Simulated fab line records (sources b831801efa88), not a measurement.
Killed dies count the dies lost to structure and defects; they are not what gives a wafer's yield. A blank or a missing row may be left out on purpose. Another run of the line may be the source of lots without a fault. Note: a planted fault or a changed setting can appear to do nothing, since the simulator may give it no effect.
fab line records | flow gf180mcu | part 1 of 2: steps 1 to 31 of 45
record: lots: 5 | wafers: 15 | lastDay: 34
route steps=602 shown HV_LDD@207 NSD@235 PSD@248
lots that met no fault: taken from a fault-free run of the same line
startH: the number of hours between the record's first day and the start of the first shown wafer of the lot | waitH: hours since the lot's step before | " identical to the entry in the row above | L1.1+2: a single row standing in for several wafers | - no value present, or no start provided | * or withheld: withheld | < > ~ a bound
route shown NAME@n: names a module that has steps shown in the file, with the first one's number in the route | usual: the fault-free wafers' mean and standard deviation | same: alike in all rows | chamber/n: place in a boat | sites: the reading at each site | _std_site: their standard deviation | _edge_site: mean of outer sites minus mean of inner sites | radiusMm: how far each site lies from the wafer's centre | mask NAME#n: copy n | behind: the most recent tool/chamber to have shaped the wafer | hold: reason for holding the lot/hours on hold/outcome of the hold | device: the transistor (n, p or np) that didn't switch | end of line: the same wafers' tests at the end of the route | where a step has no rows: the recipe by itself | killed: dies lost to structure and defects at the first sort, not the wafer's yield | map: shows each die of a wafer: x if killed, . if not, _ if none is there
set.NAME: the setting the step ran with; set.NAME@STEP: the setting that earlier step ran with | model.NAME: the simulator's own value behind a step, which no gauge read
certain route steps with their lots: each step a table, each wafer a row
services: the hour from which a tool's chamber was out of use, counted from the record's first day as startH (under 0 if before that day), plus the number of hours and why
== steps ==
step: GF_HV_LDD_CD_MEAS_31
recipe: targetCdNm: 400
usual: cdNm: 399.4/1.9
lot.wafer | tool     | chamber | startH | waitH | cdNm
L074.3    | cdSem-02 | -       | 249.43 | 0.1   | 395.2
L074.4    | "        | -       | "      | "     | 399.4
L074.5    | "        | -       | "      | "     | 396.2
L080.1    | cdSem-01 | -       | 302.04 | 0.1   | 398.3
L080.4    | "        | -       | "      | "     | 399.2
L080.6    | "        | -       | "      | "     | 399.4
L083.1    | cdSem-02 | -       | 328.23 | 0.1   | 403.5
L083.4    | "        | -       | "      | "     | 399.7
L083.6    | "        | -       | "      | "     | 403.2
L095.2    | cdSem-02 | -       | 419.66 | 0.1   | 397.5
L095.4    | "        | -       | "      | "     | 400.2
L095.5    | "        | -       | "      | "     | 399.1
L097.2    | cdSem-02 | -       | 429.81 | 0.1   | 403.7
L097.5    | "        | -       | "      | "     | 402.3
L097.6    | "        | -       | "      | "     | 402.4
step: GF_HV_LDD_OVL_MEAS_32
usual: HV_LDD_02_OVL: 0.0/1.4
lot.wafer | tool       | chamber | startH | waitH | HV_LDD_02_OVL[nm]
L074.3    | overlay-02 | -       | 249.52 | 0.1   | 0.9
L074.4    | "          | -       | "      | "     | 1.5
L074.5    | "          | -       | "      | "     | 1.2
L080.1    | overlay-02 | -       | 302.16 | 0.1   | 2.1
L080.4    | "          | -       | "      | "     | 1.9
L080.6    | "          | -       | "      | "     | 3.1
L083.1    | overlay-01 | -       | 328.35 | 0.1   | -1.4
L083.4    | "          | -       | "      | "     | -1.9
L083.6    | "          | -       | "      | "     | -2.0
L095.2    | overlay-02 | -       | 419.77 | 0.1   | 1.0
L095.4    | "          | -       | "      | "     | 1.1
L095.5    | "          | -       | "      | "     | -0.3
L097.2    | overlay-02 | -       | 429.92 | 0.1   | -0.2
L097.5    | "          | -       | "      | "     | 2.0
L097.6    | "          | -       | "      | "     | -0.1
step: GF_HV_LDD_IMPLANT_33
recipe: species: P | energyKev: 60 | doseCm2: 7.5e+12 | tiltDeg: 30 | rotationDeg: 0
lot.wafer  | tool         | chamber | startH | waitH
L074.3+4+5 | implanter-03 | 0       | 249.59 | 0.1
L080.1+4+6 | implanter-03 | 0       | 302.19 | 0.0
L083.1+4+6 | implanter-03 | 0       | 328.39 | 0.0
L095.2+4+5 | implanter-04 | 0       | 419.82 | 0.0
L097.2+5+6 | implanter-04 | 0       | 429.97 | 0.0
step: GF_HV_LDD_IMPLANT_34
recipe: species: P | energyKev: 60 | doseCm2: 7.5e+12 | tiltDeg: 30 | rotationDeg: 90
lot.wafer  | tool         | chamber | startH | waitH
L074.3+4+5 | implanter-03 | 0       | 249.74 | 0.1
L080.1+4+6 | implanter-03 | 0       | 302.34 | 0.1
L083.1+4+6 | implanter-03 | 0       | 328.54 | 0.1
L095.2+4+5 | implanter-04 | 0       | 419.97 | 0.1
L097.2+5+6 | implanter-04 | 0       | 430.12 | 0.1
step: GF_HV_LDD_IMPLANT_35
recipe: species: P | energyKev: 60 | doseCm2: 7.5e+12 | tiltDeg: 30 | rotationDeg: 180
lot.wafer  | tool         | chamber | startH | waitH
L074.3+4+5 | implanter-03 | 0       | 249.89 | 0.1
L080.1+4+6 | implanter-03 | 0       | 302.49 | 0.1
L083.1+4+6 | implanter-03 | 0       | 328.69 | 0.1
L095.2+4+5 | implanter-04 | 0       | 420.12 | 0.1
L097.2+5+6 | implanter-04 | 0       | 430.27 | 0.1
step: GF_HV_LDD_IMPLANT_36
recipe: species: P | energyKev: 60 | doseCm2: 7.5e+12 | tiltDeg: 30 | rotationDeg: 270
lot.wafer  | tool         | chamber | startH | waitH
L074.3+4+5 | implanter-03 | 0       | 250.04 | 0.1
L080.1+4+6 | implanter-03 | 0       | 302.64 | 0.1
L083.1+4+6 | implanter-03 | 0       | 328.84 | 0.1
L095.2+4+5 | implanter-04 | 0       | 420.27 | 0.1
L097.2+5+6 | implanter-04 | 0       | 430.42 | 0.1
step: GF_HV_LDD_STRIP_37
recipe: chemistry: O2/N2 | powerW: 1400 | pressureMtorr: 1500 | platenTempC: 250 | o2FlowSccm: 3000 | n2FlowSccm: 300 | overashFraction: 0.5
usual: drypumpMotorCurrentA: 5.8/0.45 | heaterPowerW: 319/12 | oesProductAu: 0.716/0.0048 | stripTimeToEndpointS: 12.65/0.033
lot.wafer | tool           | chamber | startH | waitH | drypumpMotorCurrentA | heaterPowerW | oesProductAu | rfHoursCounterH | stripTimeToEndpointS
L074.3    | plasmaAsher-03 | 1       | 250.18 | 0.1   | 5.0                  | 300          | 0.713        | -               | 12.65
L074.4    | "              | 0       | "      | "     | 5.5                  | 323          | 0.713        | -               | 12.62
L074.5    | "              | 0       | "      | "     | 5.5                  | 328          | 0.712        | -               | 12.66
L080.1    | plasmaAsher-04 | 1       | 302.79 | 0.1   | 5.9                  | 317          | 0.717        | 66              | 12.69
L080.4    | "              | 1       | "      | "     | 5.9                  | 324          | 0.717        | -               | 12.64
L080.6    | "              | 0       | "      | "     | 5.8                  | 340          | 0.713        | -               | 12.71
L083.1    | plasmaAsher-02 | 1       | 328.99 | 0.1   | 6.4                  | 314          | 0.716        | 55              | 12.68
L083.4    | "              | 1       | "      | "     | 6.4                  | 311          | 0.713        | -               | 12.72
L083.6    | "              | 0       | "      | "     | 5.7                  | 304          | 0.726        | -               | 12.68
L095.2    | plasmaAsher-02 | 0       | 420.40 | 0.1   | 5.7                  | 310          | 0.710        | 66              | 12.67
L095.4    | "              | 0       | "      | "     | 5.7                  | 314          | 0.721        | -               | 12.68
L095.5    | "              | 1       | "      | "     | 6.5                  | 324          | 0.717        | -               | 12.70
L097.2    | plasmaAsher-04 | 0       | 430.55 | 0.1   | 5.8                  | 329          | 0.714        | 0               | 12.66
L097.5    | "              | 1       | "      | "     | 5.9                  | 314          | 0.716        | -               | 12.67
L097.6    | "              | 0       | "      | "     | 5.8                  | 337          | 0.718        | -               | 12.65
step: GF_HV_LDD_TW_MEAS_38
usual: HV_LDD_3_TW: 1429/7.2
lot.wafer | tool         | chamber | startH | waitH | HV_LDD_3_TW
L074.3    | filmMetro-01 | -       | 250.26 | 0.1   | 1427
L074.4    | "            | -       | "      | "     | 1427
L074.5    | "            | -       | "      | "     | 1422
L080.1    | filmMetro-03 | -       | 302.89 | 0.1   | 1427
L080.4    | "            | -       | "      | "     | 1440
L080.6    | "            | -       | "      | "     | 1425
L083.1    | filmMetro-04 | -       | 329.09 | 0.1   | 1419
L083.4    | "            | -       | "      | "     | 1426
L083.6    | "            | -       | "      | "     | 1420
L095.2    | filmMetro-03 | -       | 420.51 | 0.1   | 1431
L095.4    | "            | -       | "      | "     | 1437
L095.5    | "            | -       | "      | "     | 1435
L097.2    | filmMetro-01 | -       | 430.66 | 0.1   | 1441
L097.5    | "            | -       | "      | "     | 1433
L097.6    | "            | -       | "      | "     | 1432
step: GF_HV_LDD_DEHYDRATE_39
recipe: tempC: 200 | timeS: 60
lot.wafer  | tool          | chamber | startH | waitH
L074.3+4+5 | lithoTrack-02 | 0       | 258.84 | 8.6
L080.1+4+6 | lithoTrack-02 | 0       | 312.79 | 9.9
L083.1+4+6 | lithoTrack-01 | 0       | 339.09 | 10.0
L095.2+4+5 | lithoTrack-02 | 0       | 431.96 | 11.4
L097.2+5+6 | lithoTrack-04 | 0       | 442.51 | 11.8
step: GF_HV_LDD_HMDS_40
recipe: primeTimeS: 60 | primeTempC: 120
lot.wafer  | tool          | chamber | startH | waitH
L074.3+4+5 | lithoTrack-02 | 0       | 258.99 | 0.1
L080.1+4+6 | lithoTrack-02 | 0       | 312.94 | 0.1
L083.1+4+6 | lithoTrack-01 | 0       | 339.24 | 0.1
L095.2+4+5 | lithoTrack-02 | 0       | 432.11 | 0.1
L097.2+5+6 | lithoTrack-04 | 0       | 442.66 | 0.1
step: GF_HV_LDD_COAT_41
recipe: resist: NOVOLAK | spinRpm: 3000 | resistThkNm: 1000
lot.wafer  | tool          | chamber | startH | waitH
L074.3+4+5 | lithoTrack-02 | 0       | 259.14 | 0.1
L080.1+4+6 | lithoTrack-02 | 0       | 313.09 | 0.1
L083.1+4+6 | lithoTrack-01 | 0       | 339.39 | 0.1
L095.2+4+5 | lithoTrack-02 | 0       | 432.26 | 0.1
L097.2+5+6 | lithoTrack-04 | 0       | 442.81 | 0.1
step: GF_HV_LDD_SOFTBAKE_42
recipe: tempC: 90 | timeS: 60 | resist: NOVOLAK
lot.wafer  | tool          | chamber | startH | waitH
L074.3+4+5 | lithoTrack-02 | 0       | 259.29 | 0.1
L080.1+4+6 | lithoTrack-02 | 0       | 313.24 | 0.1
L083.1+4+6 | lithoTrack-01 | 0       | 339.54 | 0.1
L095.2+4+5 | lithoTrack-02 | 0       | 432.41 | 0.1
L097.2+5+6 | lithoTrack-04 | 0       | 442.96 | 0.1
step: GF_HV_LDD_EXPOSE_43
recipe: maskId: Pplus_HV_AREA | targetCdNm: 400 | na: 0.6 | sourceShape: conventional | sigmaOuter: 0.6 | doseMj: 140
lot.wafer  | tool            | chamber | startH | waitH | mask
L074.3+4+5 | ilineStepper-01 | 0       | -      | -     | Pplus_HV_AREA#0
L080.1+4+6 | ilineStepper-01 | 0       | -      | -     | Pplus_HV_AREA#0
L083.1+4+6 | ilineStepper-01 | 0       | -      | -     | Pplus_HV_AREA#0
L095.2+4+5 | ilineStepper-02 | 0       | -      | -     | Pplus_HV_AREA#0
L097.2+5+6 | ilineStepper-02 | 0       | -      | -     | Pplus_HV_AREA#0
step: GF_HV_LDD_PEB_44
recipe: tempC: withheld | timeS: * | resist: NOVOLAK
lot.wafer  | tool          | chamber | startH | waitH
L074.3+4+5 | lithoTrack-02 | 0       | -      | -
L080.1+4+6 | lithoTrack-01 | 0       | -      | -
L083.1+4+6 | lithoTrack-04 | 0       | -      | -
L095.2+4+5 | lithoTrack-02 | 0       | -      | -
L097.2+5+6 | lithoTrack-04 | 0       | -      | -
step: GF_HV_LDD_DEVELOP_45
recipe: developTimeS: 60 | devTempC: 23
usual: developerTempC: 23.02/0.088
lot.wafer | tool          | chamber | startH | waitH | developerTempC
L074.3    | lithoTrack-02 | 0       | 268.64 | 0.1   | 22.82
L074.4    | "             | 0       | "      | "     | 22.90
L074.5    | "             | 0       | "      | "     | 22.98
L080.1    | lithoTrack-01 | 0       | 323.84 | 0.1   | 23.12
L080.4    | "             | 0       | "      | "     | 22.91
L080.6    | "             | 0       | "      | "     | 23.04
L083.1    | lithoTrack-04 | 0       | 350.53 | 0.1   | 23.13
L083.4    | "             | 0       | "      | "     | 23.03
L083.6    | "             | 0       | "      | "     | 23.07
L095.2    | lithoTrack-02 | 0       | 444.61 | 0.1   | 22.97
L095.4    | "             | 0       | "      | "     | 22.98
L095.5    | "             | 0       | "      | "     | 23.09
L097.2    | lithoTrack-04 | 0       | 454.71 | 0.1   | 23.07
L097.5    | "             | 0       | "      | "     | 23.10
L097.6    | "             | 0       | "      | "     | 23.01
step: GF_HV_LDD_CD_MEAS_46
recipe: targetCdNm: 400
usual: cdNm: 399.6/2.4
lot.wafer | tool     | chamber | startH | waitH | cdNm
L074.3    | cdSem-02 | -       | 268.78 | 0.1   | 400.7
L074.4    | "        | -       | "      | "     | 400.8
L074.5    | "        | -       | "      | "     | 401.9
L080.1    | cdSem-01 | -       | 323.99 | 0.1   | 401.1
L080.4    | "        | -       | "      | "     | 402.8
L080.6    | "        | -       | "      | "     | 402.1
L083.1    | cdSem-02 | -       | 350.68 | 0.1   | 401.9
L083.4    | "        | -       | "      | "     | 403.4
L083.6    | "        | -       | "      | "     | 404.6
L095.2    | cdSem-01 | -       | 444.75 | 0.1   | 400.3
L095.4    | "        | -       | "      | "     | 398.2
L095.5    | "        | -       | "      | "     | 398.3
L097.2    | cdSem-02 | -       | 454.85 | 0.1   | 399.2
L097.5    | "        | -       | "      | "     | 401.2
L097.6    | "        | -       | "      | "     | 399.2
step: GF_HV_LDD_OVL_MEAS_47
usual: HV_LDD_03_OVL: -1.1/1.5
lot.wafer | tool       | chamber | startH | waitH | HV_LDD_03_OVL[nm]
L074.3    | overlay-01 | -       | 268.87 | 0.1   | -2.1
L074.4    | "          | -       | "      | "     | -4.2
L074.5    | "          | -       | "      | "     | -2.6
L080.1    | overlay-01 | -       | 324.11 | 0.1   | -0.2
L080.4    | "          | -       | "      | "     | -1.6
L080.6    | "          | -       | "      | "     | -1.2
L083.1    | overlay-01 | -       | 350.80 | 0.1   | -0.5
L083.4    | "          | -       | "      | "     | -0.8
L083.6    | "          | -       | "      | "     | -2.3
L095.2    | overlay-02 | -       | 444.86 | 0.1   | 1.0
L095.4    | "          | -       | "      | "     | -0.7
L095.5    | "          | -       | "      | "     | 1.5
L097.2    | overlay-02 | -       | 454.96 | 0.1   | -0.8
L097.5    | "          | -       | "      | "     | -2.6
L097.6    | "          | -       | "      | "     | -0.4
step: GF_HV_LDD_IMPLANT_48
recipe: species: B | energyKev: 25 | doseCm2: 3e+13 | tiltDeg: 7
lot.wafer  | tool         | chamber | startH | waitH
L074.3+4+5 | implanter-03 | 0       | 268.94 | 0.1
L080.1+4+6 | implanter-03 | 0       | 324.15 | 0.0
L083.1+4+6 | implanter-03 | 0       | 350.84 | 0.0
L095.2+4+5 | implanter-02 | 0       | 444.92 | 0.0
L097.2+5+6 | implanter-04 | 0       | 455.01 | 0.0
step: GF_HV_LDD_STRIP_49
recipe: chemistry: O2/N2 | powerW: 1400 | pressureMtorr: 1500 | platenTempC: 250 | o2FlowSccm: 3000 | n2FlowSccm: 300 | overashFraction: 0.5
usual: drypumpMotorCurrentA: 5.8/0.39 | heaterPowerW: 320/12 | oesProductAu: 0.716/0.0046 | stripTimeToEndpointS: 12.64/0.05
lot.wafer | tool           | chamber | startH | waitH | drypumpMotorCurrentA | heaterPowerW | oesProductAu | rfHoursCounterH | stripTimeToEndpointS
L074.3    | plasmaAsher-02 | 0       | 269.08 | 0.1   | 5.8                  | 311          | 0.717        | -               | 12.72
L074.4    | "              | 1       | "      | "     | 6.5                  | 315          | 0.719        | -               | 12.70
L074.5    | "              | 1       | "      | "     | 6.5                  | 321          | 0.717        | -               | 12.70
L080.1    | plasmaAsher-03 | 0       | 324.30 | 0.1   | 5.5                  | 332          | 0.713        | 70              | 12.64
L080.4    | "              | 1       | "      | "     | 5.0                  | 310          | 0.712        | -               | 12.71
L080.6    | "              | 1       | "      | "     | 5.0                  | 304          | 0.703        | -               | 12.66
L083.1    | plasmaAsher-03 | 1       | 350.99 | 0.1   | 5.0                  | 301          | 0.721        | 74              | 12.65
L083.4    | "              | 0       | "      | "     | 5.5                  | 325          | 0.717        | -               | 12.66
L083.6    | "              | 0       | "      | "     | 5.5                  | 329          | 0.716        | -               | 12.65
L095.2    | plasmaAsher-02 | 0       | 445.04 | 0.1   | 5.8                  | 322          | 0.714        | 68              | 12.58
L095.4    | "              | 0       | "      | "     | 5.7                  | 310          | 0.719        | -               | 12.57
L095.5    | "              | 0       | "      | "     | 5.7                  | 314          | 0.713        | -               | 12.57
L097.2    | plasmaAsher-04 | 0       | 455.14 | 0.1   | 5.8                  | 331          | 0.720        | 2               | 12.55
L097.5    | "              | 1       | "      | "     | 5.8                  | 319          | 0.713        | -               | 12.53
L097.6    | "              | 0       | "      | "     | 5.8                  | 327          | 0.718        | -               | 12.57
step: GF_HV_LDD_TW_MEAS_50
usual: HV_LDD_4_TW: 568/3.3
lot.wafer | tool         | chamber | startH | waitH | HV_LDD_4_TW
L074.3    | filmMetro-03 | -       | 269.16 | 0.1   | 561
L074.4    | "            | -       | "      | "     | 562
L074.5    | "            | -       | "      | "     | 561
L080.1    | filmMetro-01 | -       | 324.40 | 0.1   | 570
L080.4    | "            | -       | "      | "     | 570
L080.6    | "            | -       | "      | "     | 568
L083.1    | filmMetro-04 | -       | 351.09 | 0.1   | 568
L083.4    | "            | -       | "      | "     | 569
L083.6    | "            | -       | "      | "     | 570
L095.2    | filmMetro-01 | -       | 445.15 | 0.1   | 575
L095.4    | "            | -       | "      | "     | 569
L095.5    | "            | -       | "      | "     | 576
L097.2    | filmMetro-03 | -       | 455.25 | 0.1   | 563
L097.5    | "            | -       | "      | "     | 568
L097.6    | "            | -       | "      | "     | 563
step: GF_HV_LDD_CLEAN_51
recipe: chemistry: SC1/SC2 | mix: 1:4:20 | tempC: 70 | timeS: 150 | dry: n2Spin
lot.wafer  | tool        | chamber | startH | waitH
L074.3+4+5 | wetBench-02 | 2       | 269.20 | 0.0
L080.1+4+6 | wetBench-01 | 3       | 324.46 | 0.1
L083.1+4+6 | wetBench-01 | 1       | 351.15 | 0.1
L095.2+4+5 | wetBench-02 | 1       | 445.20 | 0.0
L097.2+5+6 | wetBench-02 | 0       | 455.30 | 0.0
step: GF_HV_LDD_RTA_52
recipe: tempC: 1000 | timeS: 10 | ambient: N2
usual: lampPowerPct: 28.3/1.1 | wafer_temp_C_max: 1003.7/1.2
lot.wafer | tool         | chamber | startH | waitH | lampPowerPct | wafer_temp_C_max
L074.3    | rtpAnneal-01 | 0       | 269.30 | 0.0   | 29.2         | 1005.0
L074.4    | "            | 0       | "      | "     | 29.2         | 1003.0
L074.5    | "            | 0       | "      | "     | 29.2         | 1003.2
L080.1    | rtpAnneal-02 | 0       | 324.51 | 0.0   | 27.0         | 1004.9
L080.4    | "            | 0       | "      | "     | 27.0         | 1007.5
L080.6    | "            | 0       | "      | "     | 27.0         | 1005.6
L083.1    | rtpAnneal-01 | 0       | 351.20 | 0.0   | 29.2         | 1003.6
L083.4    | "            | 0       | "      | "     | 29.2         | 1003.5
L083.6    | "            | 0       | "      | "     | 29.2         | 1003.6
L095.2    | rtpAnneal-02 | 0       | 445.27 | 0.0   | 27.0         | 1005.8
L095.4    | "            | 0       | "      | "     | 27.0         | 1003.1
L095.5    | "            | 0       | "      | "     | 27.0         | 1004.0
L097.2    | rtpAnneal-01 | 0       | 455.36 | 0.0   | 29.2         | 1002.7
L097.5    | "            | 0       | "      | "     | 29.2         | 1002.5
L097.6    | "            | 0       | "      | "     | 29.2         | 1002.6
step: GF_HV_LDD_RS_MEAS_53
recipe: thkMeasGauge: four-point-probe
usual: HV_LDD_RS: 419.0/0.82
lot.wafer | tool         | chamber | startH | waitH | HV_LDD_RS[ohm/sq]
L074.3    | filmMetro-04 | -       | 269.43 | 0.1   | 419.1
L074.4    | "            | -       | "      | "     | 419.8
L074.5    | "            | -       | "      | "     | 419.2
L080.1    | filmMetro-04 | -       | 324.58 | 0.1   | 419.5
L080.4    | "            | -       | "      | "     | 419.6
L080.6    | "            | -       | "      | "     | 419.8
L083.1    | filmMetro-03 | -       | 351.27 | 0.1   | 419.2
L083.4    | "            | -       | "      | "     | 418.9
L083.6    | "            | -       | "      | "     | 418.3
L095.2    | filmMetro-01 | -       | 445.34 | 0.1   | 417.7
L095.4    | "            | -       | "      | "     | 418.2
L095.5    | "            | -       | "      | "     | 419.1
L097.2    | filmMetro-01 | -       | 455.43 | 0.1   | 418.9
L097.5    | "            | -       | "      | "     | 418.1
L097.6    | "            | -       | "      | "     | 416.4
step: GF_HV_LDD_CVD_54
recipe: material: SiO2 | targetThkNm: 10 | precursor: TEOS | tempC: 680 | timeS: 75 | pressureMtorr: 400
usual: spikeTcUpperC: 680.6/1.2 | susceptorTempC: 680.00/0.29
lot.wafer | tool     | chamber | startH | waitH | spikeTcUpperC | susceptorTempC
L074.3    | lpcvd-02 | 0       | 269.51 | 0.1   | 679.4         | 679.66
L074.4    | "        | 0       | "      | "     | 680.2         | 679.52
L074.5    | "        | 0       | "      | "     | 681.3         | 679.66
L080.1    | lpcvd-02 | 1       | 324.70 | 0.1   | 681.9         | 680.40
L080.4    | "        | 1       | "      | "     | 680.3         | 679.99
L080.6    | "        | 1       | "      | "     | 682.6         | 680.23
L083.1    | lpcvd-02 | 0       | 351.39 | 0.1   | 682.7         | 680.07
L083.4    | "        | 0       | "      | "     | 681.3         | 680.07
L083.6    | "        | 0       | "      | "     | 682.1         | 679.83
L095.2    | lpcvd-01 | 0       | 445.44 | 0.1   | 678.6         | 679.75
L095.4    | "        | 0       | "      | "     | 679.5         | 679.46
L095.5    | "        | 0       | "      | "     | 678.0         | 680.02
L097.2    | lpcvd-02 | 1       | 455.53 | 0.1   | 679.2         | 680.30
L097.5    | "        | 1       | "      | "     | 681.1         | 679.94
L097.6    | "        | 1       | "      | "     | 679.4         | 679.98
step: GF_HV_LDD_THK_MEAS_55
recipe: reads: SiO2_of_HV_LDD_CVD_54
usual: HV_LDD_CVD_54_THK: 9.98/0.13
lot.wafer | tool         | chamber | startH | waitH | HV_LDD_CVD_54_THK[nm]
L074.3    | filmMetro-01 | -       | 270.55 | 0.0   | 10.13
L074.4    | "            | -       | "      | "     | 10.14
L074.5    | "            | -       | "      | "     | 10.12
L080.1    | filmMetro-04 | -       | 325.72 | 0.0   | 9.76
L080.4    | "            | -       | "      | "     | 9.89
L080.6    | "            | -       | "      | "     | 9.86
L083.1    | filmMetro-04 | -       | 352.41 | 0.0   | 9.95
L083.4    | "            | -       | "      | "     | 10.08
L083.6    | "            | -       | "      | "     | 10.04
L095.2    | filmMetro-01 | -       | 446.98 | 0.0   | 9.86
L095.4    | "            | -       | "      | "     | 9.93
L095.5    | "            | -       | "      | "     | 9.81
L097.2    | filmMetro-03 | -       | 456.57 | 0.0   | 9.98
L097.5    | "            | -       | "      | "     | 9.86
L097.6    | "            | -       | "      | "     | 9.95
step: GF_HV_LDD_CVD_56
recipe: material: Si3N4 | precursor: DCS/NH3 | targetThkNm: 90 | tempC: 770 | timeS: 1543 | pressureMtorr: 250
usual: spikeTcUpperC: 770.4/1.4 | susceptorTempC: 770.0/0.35
lot.wafer | tool     | chamber | startH | waitH | spikeTcUpperC | susceptorTempC
L074.3    | lpcvd-01 | 1       | 270.59 | 0.0   | 770.4         | 769.9
L074.4    | "        | 1       | "      | "     | 770.2         | 769.4
L074.5    | "        | 1       | "      | "     | 771.4         | 769.2
L080.1    | lpcvd-01 | 1       | 325.78 | 0.1   | 770.8         | 769.8
L080.4    | "        | 1       | "      | "     | 770.0         | 770.2
L080.6    | "        | 1       | "      | "     | 770.6         | 770.1
L083.1    | lpcvd-01 | 0       | 353.56 | 1.1   | 767.1         | 769.6
L083.4    | "        | 0       | "      | "     | 767.7         | 770.1
L083.6    | "        | 0       | "      | "     | 768.6         | 769.9
L095.2    | lpcvd-02 | 0       | 447.03 | 0.0   | 771.3         | 769.8
L095.4    | "        | 0       | "      | "     | 771.0         | 770.1
L095.5    | "        | 0       | "      | "     | 771.2         | 770.2
L097.2    | lpcvd-01 | 1       | 456.62 | 0.0   | 770.2         | 770.4
L097.5    | "        | 1       | "      | "     | 768.9         | 770.0
L097.6    | "        | 1       | "      | "     | 772.3         | 770.0
step: GF_HV_LDD_THK_MEAS_57
recipe: reads: Si3N4_of_HV_LDD_CVD_56
usual: HV_LDD_CVD_56_THK: 90.0/1
lot.wafer | tool         | chamber | startH | waitH | HV_LDD_CVD_56_THK[nm]
L074.3    | filmMetro-03 | -       | 272.75 | 0.0   | 89.9
L074.4    | "            | -       | "      | "     | 89.6
L074.5    | "            | -       | "      | "     | 90.5
L080.1    | filmMetro-03 | -       | 327.21 | 0.0   | 88.8
L080.4    | "            | -       | "      | "     | 89.4
L080.6    | "            | -       | "      | "     | 89.3
L083.1    | filmMetro-03 | -       | 354.99 | 0.0   | 90.9
L083.4    | "            | -       | "      | "     | 91.1
L083.6    | "            | -       | "      | "     | 91.2
L095.2    | filmMetro-03 | -       | 448.47 | 0.0   | 92.7
L095.4    | "            | -       | "      | "     | 91.3
L095.5    | "            | -       | "      | "     | 91.2
L097.2    | filmMetro-03 | -       | 458.77 | 0.0   | 91.0
L097.5    | "            | -       | "      | "     | 90.2
L097.6    | "            | -       | "      | "     | 90.5
step: GF_HV_LDD_ETCHBACK_58
recipe: chemistry: CH3F/O2 | target: Si3N4 | stopOn: SiO2 | sourceW: 400 | biasW: 80 | pressureMtorr: 25 | ch3fFlowSccm: 40 | O2_flow_sccm: 30 | timeS: 100 | targetDepthA: 900
usual: drypumpMotorCurrentA: 5.4/0.55 | oesProductAu: 0.843/0.0069 | throttleValvePct: 10.562/0.0083
lot.wafer | tool       | chamber | startH | waitH | drypumpMotorCurrentA | oesProductAu | rfHoursCounterH | throttleValvePct
L074.3    | rieDiel-02 | 2       | 272.79 | 0.0   | 5.1                  | 0.853        | 40              | 10.568
L074.4    | "          | 1       | "      | "     | 5.9                  | 0.848        | 1               | 10.560
L074.5    | "          | 2       | "      | "     | 5.1                  | 0.850        | -               | 10.556
L080.1    | rieDiel-04 | 3       | 327.27 | 0.1   | 6.1                  | 0.845        | 8               | 10.561
L080.4    | "          | 1       | "      | "     | 5.4                  | 0.839        | 2               | 10.545
L080.6    | "          | 3       | "      | "     | 6.1                  | 0.837        | -               | 10.555
L083.1    | rieDiel-02 | 1       | 355.05 | 0.1   | 5.9                  | 0.851        | 4               | 10.573
L083.4    | "          | 2       | "      | "     | 5.1                  | 0.849        | 42              | 10.545
L083.6    | "          | 3       | "      | "     | 4.9                  | 0.844        | -               | 10.555
L095.2    | rieDiel-01 | 0       | 448.52 | 0.0   | 5.9                  | 0.854        | 39              | 10.566
L095.4    | "          | 3       | "      | "     | 5.0                  | 0.849        | 34              | 10.567
L095.5    | "          | 2       | "      | "     | 5.4                  | 0.846        | -               | 10.574
L097.2    | rieDiel-02 | 2       | 458.82 | 0.0   | 5.0                  | 0.854        | 44              | 10.554
L097.5    | "          | 2       | "      | "     | 5.1                  | 0.838        | -               | 10.555
L097.6    | "          | 1       | "      | "     | 5.9                  | 0.852        | -               | 10.550
step: GF_NSD_DEHYDRATE_00
recipe: tempC: 200 | timeS: 60
lot.wafer  | tool          | chamber | startH | waitH
L074.3+4+5 | lithoTrack-03 | 0       | 282.24 | 9.4
L080.1+4+6 | lithoTrack-02 | 0       | 336.54 | 9.2
L083.1+4+6 | lithoTrack-03 | 0       | 365.13 | 10.0
L095.2+4+5 | lithoTrack-01 | 0       | 460.27 | 11.7
L097.2+5+6 | lithoTrack-02 | 0       | 470.31 | 11.5
step: GF_NSD_HMDS_01
recipe: primeTimeS: 60 | primeTempC: 120
lot.wafer  | tool          | chamber | startH | waitH
L074.3+4+5 | lithoTrack-03 | 0       | 282.39 | 0.1
L080.1+4+6 | lithoTrack-02 | 0       | 336.69 | 0.1
L083.1+4+6 | lithoTrack-03 | 0       | 365.28 | 0.1
L095.2+4+5 | lithoTrack-01 | 0       | 460.42 | 0.1
L097.2+5+6 | lithoTrack-02 | 0       | 470.46 | 0.1
step: GF_NSD_COAT_02
recipe: resist: NOVOLAK | spinRpm: 3000 | resistThkNm: 1000
lot.wafer  | tool          | chamber | startH | waitH
L074.3+4+5 | lithoTrack-03 | 0       | 282.54 | 0.1
L080.1+4+6 | lithoTrack-02 | 0       | 336.84 | 0.1
L083.1+4+6 | lithoTrack-03 | 0       | 365.43 | 0.1
L095.2+4+5 | lithoTrack-01 | 0       | 460.57 | 0.1
L097.2+5+6 | lithoTrack-02 | 0       | 470.61 | 0.1
